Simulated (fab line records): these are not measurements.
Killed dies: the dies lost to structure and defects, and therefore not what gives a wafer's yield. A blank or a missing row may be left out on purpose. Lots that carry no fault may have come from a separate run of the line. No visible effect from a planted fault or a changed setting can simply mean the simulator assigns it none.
A lot that was struck, set against a sound lot / flow sky130 / 16 steps out of a route of 708
Sound: the wafers L596.1, L596.2, L596.6. The struck wafers were L606.1, L606.3, L606.4. The cause comes at the end.
Order at every step that has rows: each side's tool, ch and its chambers, its first start. Under that, the readings that differ: sound wafers / struck wafers / difference of the means / sigmas: that difference in standard deviations of wafers without a fault.
alike: a reading whose means differ by less than 2 such deviations, as well as words and numbers matching on both sides. not compared: withheld readings; readings where some wafer has no value; bounds like >300 that might hide an equal value; numbers whose values overlap and for which the record gives no deviation.
The two part at a step that has a row with sigmas, a row that says differs or no value, or rows on one side only. Non-overlapping numbers with no deviation appear without sigmas and do not part them. A reading that every wafer of one side lacks parts them only if that side has two wafers or more.

SKY_METAL5_SPUTTER_03: material Ti, target thk 5 nm, time 3.3 s.
  sound on pvd_sputter-01, day 45 01:05; struck on pvd_sputter-02, day 47 13:58
  alike: throttle_valve_pct
SKY_METAL5_SPUTTER_04: material TiN, target thk 70 nm, time 58.3 s.
  sound on pvd_sputter-01, day 45 01:06; struck on pvd_sputter-02, day 47 13:59
  alike: throttle_valve_pct
SKY_METAL5_RS_MEAS_05: uses a four-point probe to measure.
  sound on film_metro-01, day 45 01:09; struck on film_metro-01, day 47 14:01
  alike: METAL5_ALCU_RS
SKY_METAL5_THK_MEAS_06: measures by xrf.
  sound on film_metro-01, day 45 01:16; struck on film_metro-01, day 47 14:08
  alike: METAL5_ALCU_THK
then, 7 steps without rows for these wafers: SKY_METAL5_DEHYDRATE_07 (time 60 s); SKY_METAL5_HMDS_08 (prime time 60 s); SKY_METAL5_COAT_09 (resist thk 1800 nm); SKY_METAL5_SOFTBAKE_10 (time 60 s); SKY_METAL5_EXPOSE_11 (exposes mask MM5, target cd 1600 nm); SKY_METAL5_PEB_12; SKY_METAL5_DEVELOP_13 (develop time 60 s).
SKY_METAL5_DESCUM_14: chemistry O2, time 11 s.
  sound on rie_metal-02 ch 0,1, day 45 22:34; struck on rie_metal-04 ch 0,1, day 48 09:40
  alike: drypump_motor_current_A, oes_product_au
  not compared: rf_hours_counter_h
SKY_METAL5_METAL_ETCH_15: etches the open film in Cl2/BCl3, stops on SiO2, target depth 1260 nm, time 252 s.
  sound on rie_metal-02 ch 0,1, day 45 22:36; struck on rie_metal-04 ch 0,1, day 48 09:42
reading=bias_w (W); sound=48.51 48.66 48.66; struck=60.29 60.29 60.41; difference=+11.72; sigmas=+78
reading=model.NOVOLAK_of_METAL5_COAT_09.thk_nm (nm); sound=1020 1052 1026; struck=938.5 963.3 948.2; difference=-82.7; sigmas=
reading=model.SiO2_of_VIA4_HDPCVD_00.thk_nm (nm); sound=548 549.8 548.6; struck=544.2 544.3 542.5; difference=-5.1; sigmas=
  alike: bcl3_flow_sccm, drypump_motor_current_A, oes_product_au, throttle_valve_pct
  not compared: rf_hours_counter_h
SKY_METAL5_STRIP_16: strips in O2/N2.
  sound on plasma_asher-02 ch 0,1, day 45 22:50; struck on plasma_asher-01 ch 0,1, day 48 09:56
reading=strip_time_to_endpoint_s (s); sound=12.89 13.24 12.97; struck=12.03 12.29 12.12; difference=-0.89; sigmas=-6
  alike: drypump_motor_current_A, oes_product_au
  not compared: rf_hours_counter_h
then, 1 step without rows for these wafers: SKY_METAL5_STRIP_17 (strips in post etch residue remover, time 1200 s).
SKY_PAD_OPEN_PROBE_99:
  sound on prober-02, day 47 19:22; struck on prober-02, day 49 23:17
reading=sort_bin_3_pad_short (%); sound=1.4 1.0 1.0; struck=0 0.2 0.4; difference=-1; sigmas=-2
  alike: defect_limited_yield, killed_at_M0_to_M3, killed_at_M4_up, killed_at_contacts, killed_at_front_end, killed_at_other, killed_dies, killed_open, killed_short, sort_bin_5_function, sort_bin_6_memory, sort_n_pass, sort_yield_pct

WHERE THEY PART
First at SKY_METAL5_METAL_ETCH_15; last, within this record, at SKY_PAD_OPEN_PROBE_99.

WHY: what had been put in by the simulator
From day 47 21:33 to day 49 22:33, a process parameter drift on rie_metal-04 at SKY_METAL5_METAL_ETCH_15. The setting bias_w was moved by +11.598, starting from 48.5. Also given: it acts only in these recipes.
